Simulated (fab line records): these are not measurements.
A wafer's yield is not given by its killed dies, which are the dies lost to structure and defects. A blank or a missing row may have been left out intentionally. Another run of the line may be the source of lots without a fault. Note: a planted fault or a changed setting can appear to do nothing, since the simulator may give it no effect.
Split-lot trial | flow gf180mcu | route with 602 steps; 5 lots, 23 wafers read

## ABOUT THE SPLIT
At GF_LVPWELL_IMPLANT_08, the setting energy kev was moved away from the recipe's 170 on 7 of the 23 wafers read, by -5.7% to +6.9%. For the rest of the wafers, this setting stayed at what the recipe calls for.

The reading comes from the split's own step.

## THE READING
implant.drp nm (the simulator's own value, which no gauge read), in nm, at GF_LVPWELL_IMPLANT_08. The file gives no usual value for it.

wafer  | tool, chamber at the split | energy kev as run | against the recipe | implant.drp nm, nm | against lot-mates on the recipe
L075.2 | implanter-01, 0            | 170               | recipe             | 102.4              | -
L075.3 | implanter-01, 0            | 170               | recipe             | 102.4              | -
L075.4 | implanter-01, 0            | 170               | recipe             | 102.4              | -
L077.1 | implanter-01, 0            | 170               | recipe             | 102.4              | -
L077.2 | implanter-01, 0            | 170               | recipe             | 102.4              | -
L077.3 | implanter-01, 0            | 170               | recipe             | 102.4              | -
L077.4 | implanter-01, 0            | 181.8             | +6.9%              | 104.4              | +2.0
L077.6 | implanter-01, 0            | 181.8             | +6.9%              | 104.4              | +2.0
L080.2 | implanter-03, 0            | 170               | recipe             | 102.4              | -
L080.3 | implanter-03, 0            | 170               | recipe             | 102.4              | -
L080.4 | implanter-03, 0            | 170               | recipe             | 102.4              | -
L080.5 | implanter-03, 0            | 170               | recipe             | 102.4              | -
L080.6 | implanter-03, 0            | 170               | recipe             | 102.4              | -
L081.1 | implanter-01, 0            | 170               | recipe             | 102.4              | -
L081.3 | implanter-01, 0            | 170               | recipe             | 102.4              | -
L081.5 | implanter-01, 0            | 170               | recipe             | 102.4              | -
L081.2 | implanter-01, 0            | 175.8             | +3.4%              | 103.3              | +0.9
L081.6 | implanter-01, 0            | 175.8             | +3.4%              | 103.3              | +0.9
L082.2 | implanter-01, 0            | 160.3             | -5.7%              | 100.2              | -2.2
L082.3 | implanter-01, 0            | 160.3             | -5.7%              | 100.2              | -2.2
L082.5 | implanter-01, 0            | 160.3             | -5.7%              | 100.2              | -2.2
L082.4 | implanter-01, 0            | 170               | recipe             | 102.4              | -
L082.6 | implanter-01, 0            | 170               | recipe             | 102.4              | -

FIT RESULTS
A straight line over all 23 wafers: implant.drp nm changes by +0.331 nm for each +1% of energy kev; r = +0.99; the points scatter about the line by 0.14 nm.
The same after taking each lot's own level away (the mean of its wafers on the recipe; 23 wafers): +0.331 nm for each +1%; r = +0.99; scatter 0.14 nm.
On that fit, the largest move of energy kev shifts the reading by 2.3 nm.
The lots' own levels span 102.40 to 102.40 nm.
Hence the lot-to-lot level has little effect on the slope; both slopes agree.
Check: +2.28 nm against its lot-mates is what the line predicts for one of the wafers moved furthest among these (+6.9%) when that wafer is left out of the fit. Against them it came out at +2 nm.

## OTHER SPLITS ON THESE WAFERS
Before the reading, these wafers also passed through other splits. Each is held against what the fit with the lots' levels taken away leaves over:
other split on the same wafers | wafers away from the commonest value | r with implant.drp nm (lot level and that fit taken away)
GF_STI_OXIDATION_01 temp c     | 18                                   | -0.47
GF_STI_COAT_07 resist thk nm   | 8                                    | -0.26
GF_STI_ETCH_13 bias w          | 6                                    | +0.21
GF_STI_CVD_23 sih4 flow sccm   | 6                                    | -0.36
GF_NWELL_COAT_02 resist thk nm | 9                                    | -0.21
GF_NWELL_STRIP_10 o2 flow sccm | 8                                    | -0.05

## THE WHOLE CHAIN: every reading that the file lists as answering this split, in the file's order
step                  | what it does | reading                                                         | change (the file's fit)               | r (the file's)
GF_LVPWELL_IMPLANT_08 |              | implant.rp nm (the simulator's own value, which no gauge read)  | +3.65 nm for each +1% of the setting  | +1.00
GF_LVPWELL_IMPLANT_08 |              | implant.drp nm (the simulator's own value, which no gauge read) | +0.314 nm for each +1% of the setting | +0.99

## THE FILE'S OWN FIT
implant.drp nm changes by +0.314 nm for each +1% of energy kev, r = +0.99.
